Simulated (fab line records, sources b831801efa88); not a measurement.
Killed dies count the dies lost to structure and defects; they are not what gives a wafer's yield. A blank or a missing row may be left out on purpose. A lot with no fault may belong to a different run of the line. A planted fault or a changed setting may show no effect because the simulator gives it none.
fab line records	flow sky130
[record] lots = 10	wafers = 30	lastDay = 50
route steps=708 shown FIELD_ISO@3 VT_ADJUST_NCORE@129 PAD_OPEN@708
lots that met no fault: taken from a fault-free run of the same line
startH: the number of hours between the record's first day and the start of the first shown wafer of the lot	waitH: hours from the lot's prior step to this one	" repeats the value in the row above	L1.1+2: a single row standing in for several wafers	- either no value or no given start	* or withheld: withheld	< > ~ a bound
route shown NAME@n: NAME is a module with steps in the file, n the number in the route of the first one	usual: mean/standard deviation taken from wafers without a fault	same: alike in all rows	chamber/n: place in a boat	sites: each site's reading	_std_site: how widely they spread, as a standard deviation	_edge_site: inner sites' mean taken away from outer sites' mean	radiusMm: for every site, how far away it sits from the centre of the wafer	mask NAME#n: copy n	behind: the most recent tool/chamber to have shaped the wafer	hold: what put the lot on hold/how long, in hours/how the hold closed	device: the transistor (n, p or np) that didn't switch	end of line: at the end of the route, the tests of the same wafers	where a step has no rows: the recipe by itself	killed: count of dies lost to structure and defects at first sort (not the wafer's yield)	map: shows each die of a wafer: x if killed, . if not, _ if none is there
set.NAME: the run value of the setting; set.NAME@STEP: its run value at that earlier step	model.NAME: the simulator's own value behind a step, which no gauge read
the route's steps for a sample of lots (tables are steps, rows are wafers)
services: a tool's chamber out of use, with start hour (startH, from the record's first day; less than 0 if before it), hours out, and reason
[[steps]]
[step SKY_FIELD_ISO_THK_MEAS_02]
[recipe] reads = SiO2_of_FIELD_ISO_OXIDATION_01
[usual] FIELD_ISO_OXIDATION_00_THK = 11.94/0.24
lot.wafer	tool	chamber	startH	waitH	FIELD_ISO_OXIDATION_00_THK[nm]
L407.2	filmMetro-03	-	22.32	0.0	11.84
L407.4	"	-	"	"	11.80
L407.5	"	-	"	"	12.10
L409.1	filmMetro-03	-	31.63	0.0	11.86
L409.2	"	-	"	"	11.73
L409.3	"	-	"	"	11.53
L411.2	filmMetro-04	-	42.77	0.0	12.30
L411.3	"	-	"	"	12.23
L411.4	"	-	"	"	12.21
L412.1	filmMetro-03	-	46.63	0.0	12.10
L412.5	"	-	"	"	12.00
L412.6	"	-	"	"	11.96
L413.1	filmMetro-04	-	51.63	0.0	12.29
L413.2	"	-	"	"	12.05
L413.5	"	-	"	"	12.38
L421.3	filmMetro-03	-	91.65	0.0	11.68
L421.5	"	-	"	"	11.78
L421.6	"	-	"	"	11.78
L422.2	filmMetro-03	-	97.35	0.0	12.19
L422.4	"	-	"	"	12.43
L422.5	"	-	"	"	12.20
L423.4	filmMetro-04	-	102.68	0.0	11.87
L423.5	"	-	"	"	11.80
L423.6	"	-	"	"	11.93
L426.1	filmMetro-04	-	118.54	0.0	12.30
L426.3	"	-	"	"	12.25
L426.6	"	-	"	"	12.26
L427.1	filmMetro-03	-	122.47	0.0	11.99
L427.3	"	-	"	"	11.86
L427.6	"	-	"	"	12.03
[step SKY_FIELD_ISO_THK_MEAS_04]
[recipe] reads = Si3N4_of_FIELD_ISO_CVD_03
[usual] FIELD_ISO_CVD_03_THK = 165.5/1.3
lot.wafer	tool	chamber	startH	waitH	FIELD_ISO_CVD_03_THK[nm]
L407.2	filmMetro-04	-	24.17	0.0	164.5
L407.4	"	-	"	"	164.4
L407.5	"	-	"	"	163.2
L409.1	filmMetro-01	-	33.48	0.0	164.6
L409.2	"	-	"	"	165.5
L409.3	"	-	"	"	166.0
L411.2	filmMetro-04	-	44.97	0.0	166.4
L411.3	"	-	"	"	166.7
L411.4	"	-	"	"	166.1
L412.1	filmMetro-03	-	48.48	0.0	165.9
L412.5	"	-	"	"	164.2
L412.6	"	-	"	"	164.2
L413.1	filmMetro-04	-	53.48	0.0	163.7
L413.2	"	-	"	"	165.0
L413.5	"	-	"	"	164.5
L421.3	filmMetro-04	-	94.67	0.0	166.4
L421.5	"	-	"	"	166.4
L421.6	"	-	"	"	166.5
L422.2	filmMetro-01	-	99.19	0.0	167.1
L422.4	"	-	"	"	167.6
L422.5	"	-	"	"	167.0
L423.4	filmMetro-01	-	104.61	0.0	165.5
L423.5	"	-	"	"	166.3
L423.6	"	-	"	"	166.1
L426.1	filmMetro-03	-	121.43	0.0	166.4
L426.3	"	-	"	"	165.9
L426.6	"	-	"	"	164.4
L427.1	filmMetro-03	-	124.32	0.0	162.6
L427.3	"	-	"	"	164.6
L427.6	"	-	"	"	163.9
[step SKY_FIELD_ISO_ETCH_14]
[recipe] chemistry = N2/H2	target = BARC	ionEnergyEv = 200	sourceW = 500	biasW = 100	pressureMtorr = 30	n2FlowSccm = 100	h2FlowSccm = 200	stopOn = SiO2	timeS = 45.9	targetDepthA = 600
[usual] biasW = 100.02/0.26	chamberPressureMTorr = 30.003/0.028	drypumpMotorCurrentA = 5.5/0.54	oesProductAu = 0.854/0.0048	throttleValvePct = 13.225/0.0092	timeS = 45.9/0
lot.wafer	tool	chamber	startH	waitH	biasW	chamberPressureMTorr	drypumpMotorCurrentA	oesProductAu	rfHoursCounterH	throttleValvePct	timeS
L407.2	rieDiel-04	0	39.53	0.1	99.78	29.970	6.4	0.858	63	13.217	45.9
L407.4	"	1	"	"	100.02	30.023	4.8	0.855	54	13.214	45.9
L407.5	"	3	"	"	100.36	29.969	5.9	0.855	-	13.224	45.9
L409.1	rieDiel-02	2	48.38	0.1	100.16	30.029	6.2	0.855	143	13.239	45.9
L409.2	"	0	"	"	100.33	29.972	5.8	0.854	116	13.233	45.9
L409.3	"	1	"	"	99.71	30.009	5.8	0.853	5	13.210	45.9
L411.2	rieDiel-03	1	60.23	0.1	99.87	30.034	5.8	0.854	9	13.235	45.9
L411.3	"	3	"	"	100.32	29.983	4.7	0.858	3	13.233	45.9
L411.4	"	3	"	"	100.11	29.970	4.7	0.855	-	13.229	45.9
L412.1	rieDiel-03	3	64.36	0.1	-	-	-	-	-	-	-
L412.5	"	0	"	"	-	-	-	-	-	-	-
L412.6	"	3	"	"	-	-	-	-	-	-	-
L413.1	rieDiel-03	3	69.83	0.1	-	-	-	-	-	-	-
L413.2	"	0	"	"	-	-	-	-	-	-	-
L413.5	"	0	"	"	-	-	-	-	-	-	-
L421.3	rieDiel-03	3	112.13	0.1	99.86	30.046	4.7	0.852	4	13.214	45.9
L421.5	"	3	"	"	99.91	30.007	4.7	0.852	-	13.244	45.9
L421.6	"	1	"	"	100.16	30.003	5.8	0.849	-	13.226	45.9
L422.2	rieDiel-03	3	117.38	0.1	100.01	30.031	4.7	0.855	4	13.236	45.9
L422.4	"	1	"	"	99.46	29.975	5.8	0.859	-	13.211	45.9
L422.5	"	3	"	"	100.19	29.991	4.7	0.847	-	13.214	45.9
L423.4	rieDiel-03	0	122.96	0.1	99.77	29.997	5.5	0.867	-	13.218	45.9
L423.5	"	3	"	"	99.89	30.006	4.7	0.855	-	13.235	45.9
L423.6	"	1	"	"	100.11	29.973	5.8	0.861	-	13.213	45.9
L426.1	rieDiel-02	1	140.76	0.1	100.20	30.002	5.8	0.862	7	13.233	45.9
L426.3	"	0	"	"	100.00	30.009	5.9	0.855	119	13.227	45.9
L426.6	"	1	"	"	99.34	30.025	5.8	0.848	-	13.211	45.9
L427.1	rieDiel-03	0	143.16	0.1	100.31	30.010	5.5	0.862	6	13.216	45.9
L427.3	"	1	"	"	100.03	30.030	5.8	0.854	11	13.240	45.9
L427.6	"	1	"	"	100.19	29.935	5.8	0.855	-	13.222	45.9
[step SKY_FIELD_ISO_ETCH_15]
[recipe] chemistry = CHF3/O2	targetDepthNm = 180	stopOn = Si	sourceW = 600	biasW = 200	pressureMtorr = 40	chf3FlowSccm = 50	O2_flow_sccm = 5	timeS = 72
[usual] O2_flow_sccm = 5.001/0.015	biasW = 200.1/0.58	drypumpMotorCurrentA = 5.5/0.53	oesProductAu = 0.948/0.0061	throttleValvePct = 8.845/0.0097
[same] timeS = 72
lot.wafer	tool	chamber	startH	waitH	O2_flow_sccm	biasW	drypumpMotorCurrentA	oesProductAu	rfHoursCounterH	throttleValvePct
L407.2	rieDiel-04	0	39.57	0.0	5.016	199.9	6.3	0.939	63	8.848
L407.4	"	1	"	"	4.997	201.0	4.8	0.953	54	8.847
L407.5	"	3	"	"	4.997	200.3	5.8	0.943	-	8.848
L409.1	rieDiel-02	2	48.43	0.0	5.033	199.0	6.1	0.946	143	8.857
L409.2	"	0	"	"	4.969	200.8	5.8	0.947	116	8.858
L409.3	"	1	"	"	4.978	199.8	5.8	0.948	5	8.826
L411.2	rieDiel-03	1	60.28	0.0	4.966	199.5	5.8	0.954	9	8.844
L411.3	"	3	"	"	5.015	200.0	4.7	0.957	3	8.853
L411.4	"	3	"	"	5.010	200.2	4.7	0.947	-	8.847
L412.1	rieDiel-03	3	64.40	0.0	4.990	200.9	4.7	0.374	3	8.675
L412.5	"	0	"	"	5.026	200.6	5.5	0.380	-	8.675
L412.6	"	3	"	"	5.013	200.3	4.7	0.374	-	8.681
L413.1	rieDiel-03	3	69.89	0.0	4.995	199.9	4.7	0.369	3	8.677
L413.2	"	0	"	"	4.998	199.0	5.4	0.382	4	8.680
L413.5	"	0	"	"	4.966	199.0	5.5	0.382	-	8.666
L421.3	rieDiel-03	3	112.18	0.0	4.975	199.7	4.7	0.949	4	8.843
L421.5	"	3	"	"	4.989	200.4	4.7	0.953	-	8.841
L421.6	"	1	"	"	5.004	199.9	5.8	0.951	-	8.823
L422.2	rieDiel-03	3	117.42	0.0	4.988	200.6	4.7	0.956	4	8.847
L422.4	"	1	"	"	4.983	200.1	5.8	0.948	-	8.858
L422.5	"	3	"	"	5.007	199.3	4.7	0.957	-	8.852
L423.4	rieDiel-03	0	123.00	0.0	4.985	201.0	5.5	0.955	-	8.841
L423.5	"	3	"	"	5.005	201.0	4.7	0.957	-	8.828
L423.6	"	1	"	"	4.999	199.8	5.8	0.946	-	8.833
L426.1	rieDiel-02	1	140.80	0.0	5.004	200.4	5.8	0.956	7	8.863
L426.3	"	0	"	"	4.994	200.1	5.8	0.954	119	8.827
L426.6	"	1	"	"	5.009	200.8	5.8	0.951	-	8.838
L427.1	rieDiel-03	0	143.20	0.0	5.006	199.3	5.5	0.932	6	8.851
L427.3	"	1	"	"	4.975	199.5	5.8	0.943	12	8.843
L427.6	"	1	"	"	4.975	200.0	5.8	0.942	-	8.824
[step SKY_FIELD_ISO_STRIP_16]
[recipe] chemistry = O2/N2	powerW = 1400	pressureMtorr = 1500	platenTempC = withheld	o2FlowSccm = 3000	n2FlowSccm = 300	overashFraction = 0.5
[usual] drypumpMotorCurrentA = 5.8/0.43	oesProductAu = 0.378/0.0049	stripTimeToEndpointS = 3.55/0.037
lot.wafer	tool	chamber	startH	waitH	drypumpMotorCurrentA	oesProductAu	rfHoursCounterH	stripTimeToEndpointS
L407.2	plasmaAsher-03	0	39.63	0.0	5.4	0.385	35	3.55
L407.4	"	0	"	"	5.4	0.381	-	3.54
L407.5	"	1	"	"	6.4	0.371	-	3.50
L409.1	plasmaAsher-04	0	48.48	0.0	5.6	0.384	38	3.59
L409.2	"	1	"	"	6.0	0.378	38	3.52
L409.3	"	0	"	"	5.6	0.381	-	3.60
L411.2	plasmaAsher-03	0	60.33	0.0	5.4	0.374	38	3.53
L411.3	"	0	"	"	5.4	0.371	-	3.48
L411.4	"	1	"	"	6.5	0.370	-	3.49
L412.1	plasmaAsher-03	0	64.46	0.0	5.4	0.384	38	4.02
L412.5	"	0	"	"	5.4	0.402	-	4.04
L412.6	"	1	"	"	6.4	0.394	-	3.99
L413.1	plasmaAsher-04	0	69.98	0.1	5.6	0.394	41	3.99
L413.2	"	1	"	"	5.9	0.399	41	4.00
L413.5	"	0	"	"	5.6	0.404	-	4.01
L421.3	plasmaAsher-04	1	112.27	0.1	6.0	0.379	-	3.52
L421.5	"	0	"	"	5.6	0.379	-	3.52
L421.6	"	1	"	"	5.9	0.378	-	3.56
L422.2	plasmaAsher-04	1	117.48	0.0	5.9	0.374	48	3.50
L422.4	"	1	"	"	6.0	0.380	-	3.55
L422.5	"	1	"	"	5.9	0.373	-	3.48
L423.4	plasmaAsher-03	1	123.07	0.0	6.4	0.379	-	3.59
L423.5	"	1	"	"	6.4	0.381	-	3.54
L423.6	"	0	"	"	5.4	0.378	-	3.60
L426.1	plasmaAsher-03	0	140.86	0.0	5.4	0.386	2	3.61
L426.3	"	1	"	"	6.4	0.369	-	3.53
L426.6	"	0	"	"	5.4	0.374	-	3.58
L427.1	plasmaAsher-04	0	143.26	0.0	5.6	0.376	51	3.53
L427.3	"	1	"	"	5.9	0.378	-	3.55
L427.6	"	1	"	"	5.9	0.370	-	3.57
[step SKY_VT_ADJUST_NCORE_STRIP_10]
[recipe] chemistry = O2/N2	powerW = 1400	pressureMtorr = 1500	platenTempC = withheld	o2FlowSccm = 3000	n2FlowSccm = 300	overashFraction = 0.5
[usual] drypumpMotorCurrentA = 5.6/0.49	oesProductAu = 0.716/0.0045	stripTimeToEndpointS = 14.18/0.046
lot.wafer	tool	chamber	startH	waitH	drypumpMotorCurrentA	oesProductAu	rfHoursCounterH	stripTimeToEndpointS
L407.2	plasmaAsher-01	1	190.57	0.1	5.2	0.715	28	14.19
L407.4	"	1	"	"	5.2	0.719	-	14.15
L407.5	"	1	"	"	5.2	0.706	-	14.16
L409.1	plasmaAsher-03	1	202.82	0.1	6.4	0.713	7	14.25
L409.2	"	0	"	"	5.4	0.718	7	14.25
L409.3	"	1	"	"	6.5	0.710	-	14.28
L411.2	plasmaAsher-02	0	234.39	0.1	5.9	0.712	60	14.23
L411.3	"	1	"	"	6.1	0.714	-	14.18
L411.4	"	0	"	"	5.9	0.717	-	14.21
L422.2	plasmaAsher-01	0	298.64	0.1	5.1	0.714	39	14.18
L422.4	"	1	"	"	5.2	0.715	-	14.14
L422.5	"	1	"	"	5.2	0.709	-	14.18
L421.3	plasmaAsher-01	0	300.26	0.1	5.1	0.717	-	14.14
L421.5	"	1	"	"	5.2	0.708	-	14.20
L421.6	"	0	"	"	5.1	0.709	-	14.24
L423.4	plasmaAsher-03	1	309.01	0.1	6.5	0.716	-	14.22
L423.5	"	0	"	"	5.4	0.712	-	14.21
L423.6	"	1	"	"	6.4	0.722	-	14.20
L426.1	plasmaAsher-02	1	356.88	0.1	6.1	0.718	72	14.21
L426.3	"	1	"	"	6.2	0.715	-	14.19
L426.6	"	1	"	"	6.2	0.725	-	14.23
L427.1	plasmaAsher-03	0	358.13	0.1	5.4	0.709	22	14.16
L427.3	"	0	"	"	5.4	0.720	-	14.16
L427.6	"	1	"	"	6.4	0.719	-	14.14
[step SKY_PAD_OPEN_PROBE_99]
[usual] killed_at_M0_to_M3 = 43/6.6	killed_at_M4_up = 3.1/1.6	killedAtContacts = 23/5.6	killedAtFrontEnd = 15/4.2	killedAtOther = 0.2/0.43	killedDies = 85/9.3	killedOnRim = 17/3.6	killedOpen = 46/6.6	killedShort = 39/6.2
[same] grossDies = 492	killedAtBackSide = 0
lot.wafer	tool	chamber	startH	waitH	killed_at_M0_to_M3	killed_at_M4_up	killedAtContacts	killedAtFrontEnd	killedAtOther	killedDies	killedOnRim	killedOpen	killedShort
L409.1	prober-01	-	1095.47	0.1	39	1	20	21	0	81	12	49	32
L409.2	prober-01	-	1095.52	0.1	50	4	26	22	0	102	17	53	49
L409.3	prober-01	-	1095.57	0.2	48	0	12	8	0	68	14	38	30
L412.1	prober-02	-	1117.39	0.1	30	5	29	428	0	492	96	43	28
L412.5	prober-02	-	1117.59	0.2	59	2	17	414	0	492	96	54	43
L412.6	prober-02	-	1117.64	0.2	41	2	24	425	0	492	96	49	43
L413.1	prober-01	-	1121.18	0.1	45	3	22	422	0	492	96	37	42
L413.2	prober-01	-	1121.23	0.1	36	2	30	424	0	492	96	42	35
L413.5	prober-01	-	1121.38	0.2	39	4	24	425	0	492	96	43	35
L422.2	prober-02	-	1173.20	0.1	50	1	16	15	0	82	18	44	38
L422.4	prober-02	-	1173.30	0.2	40	1	25	20	0	86	12	50	36
L422.5	prober-02	-	1173.35	0.2	38	4	30	14	0	86	20	50	36
L423.4	prober-01	-	1174.58	0.2	41	8	24	14	1	88	13	37	51
L423.5	prober-01	-	1174.63	0.2	57	5	13	16	0	91	16	51	40
L423.6	prober-01	-	1174.68	0.2	46	2	16	16	0	80	18	46	34
// killed by level:class
L409.1 CONTACT:geometricParticle:open=8 FIELD_ISO:geometricParticle:open=7 VIA2:geometricParticle:open=7 VIA3:geometricParticle:open=7 LI_CONTACT:geometricParticle:open=6 METAL2:geometricParticle:short=5 METAL3:geometricParticle:short=5 POLY_GATE:geometricParticle:open=4
L409.2 VIA1:geometricParticle:open=16 CONTACT:geometricParticle:open=11 METAL1:geometricParticle:short=8 FIELD_ISO:geometricParticle:short=7 VIA3:geometricParticle:open=7 LI_CONTACT:geometricParticle:open=5 FIELD_ISO:geometricParticle:open=4 LI_CONTACT:geometricParticle:short=4
L409.3 CONTACT:geometricParticle:open=9 VIA3:geometricParticle:open=9 VIA1:geometricParticle:open=8 METAL1:geometricParticle:short=5 METAL2:geometricParticle:short=5 FIELD_ISO:geometricParticle:short=4 METAL1:geometricParticle:open=4 VIA2:geometricParticle:short=4
L412.1 FIELD_ISO:areaEtch=421 CONTACT:geometricParticle:open=12 LI_CONTACT:geometricParticle:open=9 VIA3:geometricParticle:open=7 VIA1:geometricParticle:open=5 METAL4:geometricParticle:short=4 FIELD_ISO:geometricParticle:short=3 CONTACT:geometricParticle:short=3
L412.5 FIELD_ISO:areaEtch=395 VIA1:geometricParticle:open=14 VIA2:geometricParticle:open=14 FIELD_ISO:geometricParticle:short=8 METAL1:geometricParticle:short=8 CONTACT:geometricParticle:open=7 VIA1:geometricParticle:short=6 LI_CONTACT:geometricParticle:open=5
L412.6 FIELD_ISO:areaEtch=400 VIA2:geometricParticle:open=8 LI_CONTACT:geometricParticle:open=8 CONTACT:geometricParticle:open=7 VIA3:geometricParticle:open=7 FIELD_ISO:geometricParticle:short=6 VIA1:geometricParticle:short=5 FIELD_ISO:geometricParticle:open=4
L413.1 FIELD_ISO:areaEtch=413 VIA3:geometricParticle:open=10 VIA2:geometricParticle:open=6 VIA1:geometricParticle:short=6 METAL2:geometricParticle:short=6 LI_CONTACT:geometricParticle:open=5 LOCAL_INTERCONNECT:geometricParticle:short=5 CONTACT:geometricParticle:short=5
L413.2 FIELD_ISO:areaEtch=415 LI_CONTACT:geometricParticle:open=14 CONTACT:geometricParticle:open=7 VIA1:geometricParticle:open=7 METAL2:geometricParticle:short=6 VIA3:geometricParticle:open=5 LOCAL_INTERCONNECT:geometricParticle:short=4 METAL1:geometricParticle:short=4
L413.5 FIELD_ISO:areaEtch=414 VIA1:geometricParticle:open=11 CONTACT:geometricParticle:open=9 VIA2:geometricParticle:open=8 LOCAL_INTERCONNECT:geometricParticle:short=5 CONTACT:geometricParticle:short=5 FIELD_ISO:geometricParticle:short=4 LI_CONTACT:geometricParticle:open=4
L422.2 VIA1:geometricParticle:open=13 VIA2:geometricParticle:open=9 VIA1:geometricParticle:short=6 VIA3:geometricParticle:open=6 METAL1:geometricParticle:short=5 FIELD_ISO:geometricParticle:short=4 POLY_GATE:geometricParticle:open=4 LOCAL_INTERCONNECT:geometricParticle:short=4
L422.4 VIA1:geometricParticle:open=13 FIELD_ISO:geometricParticle:open=7 CONTACT:geometricParticle:short=6 CONTACT:geometricParticle:open=6 METAL1:geometricParticle:short=6 VIA3:geometricParticle:open=6 FIELD_ISO:geometricParticle:short=5 VIA2:geometricParticle:open=5
L422.5 CONTACT:geometricParticle:open=14 VIA1:geometricParticle:open=8 METAL1:geometricParticle:short=7 VIA2:geometricParticle:open=7 LI_CONTACT:geometricParticle:open=6 CONTACT:geometricParticle:short=5 POLY_GATE:geometricParticle:open=4 VIA3:geometricParticle:open=4
L423.4 VIA1:geometricParticle:open=10 METAL2:geometricParticle:short=8 LI_CONTACT:geometricParticle:open=7 METAL1:geometricParticle:short=6 CONTACT:geometricParticle:open=6 FIELD_ISO:geometricParticle:short=5 POLY_GATE:geometricParticle:short=5 LOCAL_INTERCONNECT:geometricParticle:short=5
L423.5 VIA3:geometricParticle:open=13 VIA1:geometricParticle:open=9 METAL1:geometricParticle:short=8 FIELD_ISO:geometricParticle:short=7 VIA2:geometricParticle:open=7 METAL2:geometricParticle:short=6 CONTACT:geometricParticle:open=5 LI_CONTACT:geometricParticle:open=5
L423.6 VIA1:geometricParticle:open=15 VIA3:geometricParticle:open=7 FIELD_ISO:geometricParticle:short=6 LI_CONTACT:geometricParticle:open=5 VIA2:geometricParticle:open=5 CONTACT:geometricParticle:short=4 METAL2:geometricParticle:short=4 VIA3:geometricParticle:short=4
[[services]]
tool	chamber	startH	hours	kind
plasmaAsher-01	-	28.84	73.7	pm
rieDiel-02	-	34.03	2.8	pm
rieDiel-03	2	36.09	115.2	repair
rieDiel-02	-	59.60	14.6	pm
rieDiel-03	-	68.22	0.3	repair
rieDiel-03	1	68.69	5.8	repair
plasmaAsher-01	-	102.54	28.1	pm
plasmaAsher-03	-	108.75	9.0	pm
rieDiel-02	0	114.04	5.6	repair
rieDiel-03	0	147.29	2.8	repair
plasmaAsher-01	-	159.40	2.5	repair
plasmaAsher-03	-	173.69	13.6	repair
rieDiel-03	-	189.18	2.8	pm
rieDiel-02	0	192.94	9.9	repair
plasmaAsher-04	-	207.58	3.2	repair
plasmaAsher-04	-	271.88	2.8	repair
plasmaAsher-03	-	278.06	2.0	repair
rieDiel-02	-	279.30	28.1	pm
rieDiel-03	2	279.82	33.5	repair
plasmaAsher-03	-	288.80	1.2	repair
rieDiel-03	1	296.06	2.3	repair
plasmaAsher-03	-	299.98	2.8	pm
plasmaAsher-01	-	320.77	2.0	repair
rieDiel-02	0	357.65	2.5	repair
[[key]]
[firstSign] step = SKY_FIELD_ISO_ETCH_14	reading = toolRecord	direction = missing
[effect] step = SKY_FIELD_ISO_ETCH_15	reading = oesProductAu	direction = down	sigmas = 94	usual = 0.948	struck = 0.377
[effect] step = SKY_FIELD_ISO_STRIP_16	reading = stripTimeToEndpointS	direction = up	sigmas = 12	usual = *	struck = *
[effect] step = SKY_PAD_OPEN_PROBE_99	reading = killedAtFrontEnd	direction = up	sigmas = 96	usual = 15	struck = 423
[moreKillsBornAt] SKY_FIELD_ISO_ETCH_14@rieDiel-03 = 2458
metAt SKY_FIELD_ISO_ETCH_14
struckLots L412,L413
laterRowsLeftOut L412.1,L412.5,L412.6,L413.1,L413.2,L413.5
testerLeftOut L412,L413
notActingAt SKY_FIELD_ISO_THK_MEAS_02,SKY_FIELD_ISO_THK_MEAS_04,SKY_VT_ADJUST_NCORE_STRIP_10
onsetBetween 60.23 64.36
[fault] kind = skippedStepWhole	tool = rieDiel-03	chamber = -	onsetH = 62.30	steps = SKY_FIELD_ISO_ETCH_14	scope = struckLotsOnly
// testerLeftOut: of these lots the tester's yield and bins aren't shown, on N5 and GAA mostly nor the transistor test; their killed dies are dies lost to structure and defects alone, not to doping, threshold or leakage, so they don't give the yield
// laterRowsLeftOut: the simulator's readings of these wafers behind a module that went badly wrong aren't trusted and aren't shown, but for the sort
